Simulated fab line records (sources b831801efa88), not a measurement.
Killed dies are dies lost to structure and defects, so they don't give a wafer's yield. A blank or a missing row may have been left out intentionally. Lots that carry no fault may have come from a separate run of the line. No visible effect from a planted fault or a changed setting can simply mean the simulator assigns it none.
Matching of chambers | flow gf180mcu | 3 sister chambers for GF_MIM_CVD_05 on pecvd-01
The step deposits Si3N4, target thk 42 nm, time 29.086 s. 3 wafers are shown with their chamber, then 8 later ones without.

== WAFERS, EACH WITH ITS CHAMBER ==
wafer  | chamber | heater_power_w (W)
L870.4 | 2       | 592
L870.6 | 1       | 617
L879.1 | 0       | 899

== WAFERS WHOSE CHAMBER IS MISSING ==
wafer  | heater_power_w (W)
L879.5 | 601
L879.6 | 598
L880.1 | 607
L880.3 | 654
L880.6 | 601
L883.1 | 975
L883.4 | 608
L883.6 | 989

== THE CHAMBER EACH PASSED THROUGH ==
wafer  | from the rows above     | in truth
L879.5 | can't be placed: 2 or 1 | 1
L879.6 | can't be placed: 2 or 1 | 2
L880.1 | can't be placed: 1 or 2 | 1
L880.3 | can't be placed: 1 or 2 | 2
L880.6 | can't be placed: 2 or 1 | 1
L883.1 | 0                       | 0
L883.4 | can't be placed: 1 or 2 | 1
L883.6 | 0                       | 0
Placed correctly: 2 of 8. Not placeable from these rows: 6 (in 6, the candidates include the true chamber). Number placed wrongly: 0.
How it was worked out, from the rows above alone: a wafer's distance from a chamber is the root of the sum, over the readings, of the square of ((its reading less the chamber's mean) divided by the reading's scatter). If the next closest chamber is less than 2 further off than the closest, the wafer can't be placed; otherwise it belongs to the closest. The mean given for a chamber averages the wafers shown for that chamber. The scatter: with one shown wafer a chamber, the root of the mean of the squares of how far each hidden wafer lies from its nearest shown one.
